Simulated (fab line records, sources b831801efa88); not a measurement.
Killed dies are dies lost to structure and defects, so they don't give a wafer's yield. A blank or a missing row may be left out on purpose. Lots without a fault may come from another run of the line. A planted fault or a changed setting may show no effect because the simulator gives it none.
Which tool did it? | flow gf180mcu | 12 lots, 36 wafers sampled, at 6 steps of a route of 602

WHAT THE GAUGES READ, wafer by wafer
GF_STI_THK_MEAS_22. Usual: STI_OXIDATION_01_THK 14.96 nm, standard deviation 0.29.
lot  | measured    | on            | STI_OXIDATION_01_THK (nm) | flag
L155 | day 2 04:24 | film_metro-01 | 14.43 14.35 14.47         |
L156 | day 2 09:01 | film_metro-04 | 15.37 15.30 15.51         |
L157 | day 2 16:46 | film_metro-04 | 14.94 14.83 15.03         |
L158 | day 2 19:26 | film_metro-02 | 15.32 15.46 14.99         |
L159 | day 2 23:47 | film_metro-04 | 15.03 15.08 15.19         |
L160 | day 3 04:39 | film_metro-04 | 14.38 14.83 14.75         |
L161 | day 3 11:43 | film_metro-01 | 14.62 14.53 14.78         |
L164 | day 4 01:47 | film_metro-02 | 15.00 15.06 14.87         |
L165 | day 4 05:50 | film_metro-01 | 15.25 15.23 15.06         |
L167 | day 4 18:01 | film_metro-04 | 14.79 15.11 14.81         |
L176 | day 6 15:53 | film_metro-01 | 14.81 15.10 15.04         |
L178 | day 7 01:02 | film_metro-02 | 14.98 14.87 15.01         |

GF_MVSD_OVL_MEAS_07. Usual: MVSD_OVL 0.6 nm, standard deviation 1.4.
lot  | measured    | on         | MVSD_OVL (nm)  | flag
L155 | day 4 10:59 | overlay-02 | 0.8 -0.2 0.6   |
L156 | day 4 16:34 | overlay-02 | -1.1 -0.2 0.7  |
L157 | day 5 03:43 | overlay-01 | 1.5 2.8 3.6    |
L158 | day 5 04:02 | overlay-01 | 1.7 1.3 1.6    |
L159 | day 5 09:01 | overlay-02 | 2.9 2.0 2.0    |
L160 | day 5 14:38 | overlay-02 | 1.3 2.1 1.4    |
L161 | day 5 21:05 | overlay-01 | 0.3 -1.1 1.6   |
L164 | day 6 16:10 | overlay-02 | 1.1 0.2 2.0    |
L165 | day 7 00:44 | overlay-02 | 0.1 1.0 -0.2   |
L167 | day 7 09:55 | overlay-02 | -1.9 -0.8 -0.4 |
L176 | day 9 11:58 | overlay-02 | 0.0 0.2 0.2    |
L178 | day 9 22:26 | overlay-01 | -1.3 -3.1 -1.9 |

GF_MVPSD_TW_MEAS_11. Usual: MVPSD_TW 552.2, standard deviation 2.9.
lot  | measured     | on            | MVPSD_TW          | flag
L155 | day 5 01:05  | film_metro-02 | 554.8 556.0 557.1 |
L156 | day 5 07:14  | film_metro-03 | 548.5 551.4 547.7 |
L157 | day 5 19:02  | film_metro-04 | 549.4 549.9 548.1 |
L158 | day 5 19:13  | film_metro-03 | 550.3 548.0 549.3 |
L159 | day 6 00:25  | film_metro-04 | 552.4 548.6 552.6 |
L160 | day 6 05:05  | film_metro-03 | 547.6 551.1 550.0 |
L161 | day 6 12:20  | film_metro-04 | 548.8 549.0 552.8 |
L164 | day 7 08:06  | film_metro-02 | 559.8 554.1 558.3 |
L165 | day 7 17:02  | film_metro-02 | 462.4 461.8 462.7 | OFF
L167 | day 8 02:31  | film_metro-03 | 456.8 456.2 455.2 | OFF
L176 | day 10 06:14 | film_metro-03 | 550.8 551.5 551.0 |
L178 | day 10 17:01 | film_metro-02 | 551.2 556.8 552.2 |

GF_VT_IMPLANT_OVL_MEAS_29. Usual: VT_IMPLANT_02_OVL 0.5 nm, standard deviation 1.6.
lot  | measured     | on         | VT_IMPLANT_02_OVL (nm) | flag
L155 | day 6 21:27  | overlay-01 | 2.5 3.0 2.5            |
L156 | day 7 04:03  | overlay-01 | 0.1 -1.8 0.2           |
L157 | day 7 17:31  | overlay-02 | 2.3 2.7 2.1            |
L158 | day 7 18:13  | overlay-01 | 2.2 0.2 2.9            |
L159 | day 7 22:20  | overlay-01 | 2.0 2.1 2.2            |
L160 | day 8 04:59  | overlay-02 | 0.0 -1.3 -1.3          |
L161 | day 8 13:29  | overlay-02 | 0.3 0.6 0.1            |
L164 | day 9 08:41  | overlay-02 | 0.2 0.2 -0.4           |
L165 | day 9 18:08  | overlay-01 | -0.3 -1.2 -0.1         |
L167 | day 10 04:57 | overlay-02 | 1.4 0.9 1.8            |
L176 | day 12 13:26 | overlay-01 | -4.8 -4.7 -3.2         |
L178 | day 13 00:52 | overlay-01 | 0.4 1.1 0.3            |

GF_VT_IMPLANT_RS_MEAS_49: measures by four-point-probe. Usual: MVPSD_RS 1168.7 ohm/sq, standard deviation 2.9.
lot  | measured     | on            | MVPSD_RS (ohm/sq)    | flag
L155 | day 7 14:19  | film_metro-02 | 1167.8 1168.1 1166.7 |
L156 | day 7 20:56  | film_metro-03 | 1173.4 1172.1 1172.7 |
L157 | day 8 10:02  | film_metro-03 | 1170.2 1171.8 1171.1 |
L158 | day 8 10:23  | film_metro-02 | 1170.4 1170.4 1170.1 |
L159 | day 8 14:55  | film_metro-02 | 1166.9 1167.8 1165.4 |
L160 | day 8 22:54  | film_metro-04 | 1168.3 1169.0 1169.4 |
L161 | day 9 06:54  | film_metro-03 | 1167.9 1169.4 1168.5 |
L164 | day 10 03:08 | film_metro-02 | 1166.9 1171.3 1168.9 |
L165 | day 10 13:06 | film_metro-03 | 1714.4 1715.0 1715.9 | OFF
L167 | day 10 23:43 | film_metro-02 | 1717.5 1718.8 1719.5 | OFF
L176 | day 13 10:00 | film_metro-02 | 1168.3 1172.6 1173.6 |
L178 | day 13 21:47 | film_metro-03 | 1168.8 1167.4 1169.6 |

WHICH TOOL RAN EACH LOT (tool, then ch and the chambers of the sampled wafers, then the start)
lot  | GF_MVPSD_IMPLANT_08
L155 | implanter-01 ch 0, day 5 00:43
L156 | implanter-01 ch 0, day 5 06:50
L157 | implanter-02 ch 0, day 5 18:40
L158 | implanter-01 ch 0, day 5 18:49
L159 | implanter-03 ch 0, day 6 00:01
L160 | implanter-02 ch 0, day 6 04:43
L161 | implanter-02 ch 0, day 6 11:58
L164 | implanter-01 ch 0, day 7 07:42
L165 | implanter-02 ch 0, day 7 16:40
L167 | implanter-02 ch 0, day 8 02:07
L176 | implanter-01 ch 0, day 10 05:50
L178 | implanter-03 ch 0, day 10 16:37
- GF_MVPSD_IMPLANT_08

WHAT THE TOOLS THEMSELVES READ (means of the sampled wafers that have a number; where no wafer has one, the mark that the record gives instead)
GF_MVPSD_IMPLANT_08. Usual: dose_ions_cm2 1.5e+13, standard deviation 1.4e+10; faraday_current_uA 84.5, standard deviation 1.7.
lot  | tool         | dose_ions_cm2 | faraday_current_uA | flag
L155 | implanter-01 | 1.5e+13       | 85.2               |
L156 | implanter-01 | 1.5e+13       | 83.4               |
L157 | implanter-02 | 1.5e+13       | 84.2               |
L158 | implanter-01 | 1.5e+13       | 84.5               |
L159 | implanter-03 | 1.5e+13       | 84.5               |
L160 | implanter-02 | 1.5e+13       | 86.1               |
L161 | implanter-02 | 1.5e+13       | 85.1               |
L164 | implanter-01 | 1.5e+13       | 84.2               |
L165 | implanter-02 | 6.8e+12       | 38.6               | OFF
L167 | implanter-02 | 6.8e+12       | 37.3               | OFF
L176 | implanter-01 | 1.5e+13       | 84.7               |
L178 | implanter-03 | 1.5e+13       | 83.1               |

THE ANSWER, worked out from the rows above alone
Rule: a lot is off if the mean of its wafers that have a number lies more than 3 standard deviations from the usual mean. A lot without any number at a reading at which 4 lots or more have one is off too. The other lots that the step has rows for count as sound. The gauges are gone through in route order, then the tools' own readings, and for those a lot's mean is taken as printed above. The first step at which some lot is off is used, and at that step the reading that is off furthest; a lot without a number counts as furthest.
Off: L165, L167, at GF_MVPSD_TW_MEAS_11 (MVPSD_TW).
A tool fits if, at a process step before that reading, it ran every lot that is off, and no sound lot after the first of them. The gauges at GF_MVPSD_TW_MEAS_11 aren't tried: what is off there is off at GF_MVPSD_IMPLANT_08 too, on other tools, and a gauge's error can't cause that. One fits: implanter-02 at GF_MVPSD_IMPLANT_08. Its last sound lot is L161 (day 6 11:58), its first lot that is off L165 (day 7 16:40): a fault that began between those two fits.
The tool's own readings at GF_MVPSD_IMPLANT_08 bear it out: on the lots that are off they differ by more than 5 times the standard deviation of the sound lots' means. dose_ions_cm2 reads 6.8e+12 there against 1.5e+13 on the sound lots; faraday_current_uA reads 38.0 there against 84.5 on the sound lots.

WHAT THE SIMULATOR HAD PUT IN
Process parameter drift: implanter-02, from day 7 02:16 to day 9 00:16, at GF_MVPSD_IMPLANT_08. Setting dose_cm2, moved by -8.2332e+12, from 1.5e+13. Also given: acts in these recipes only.
Lots struck among those shown: L165, L167. The rule above found the same.
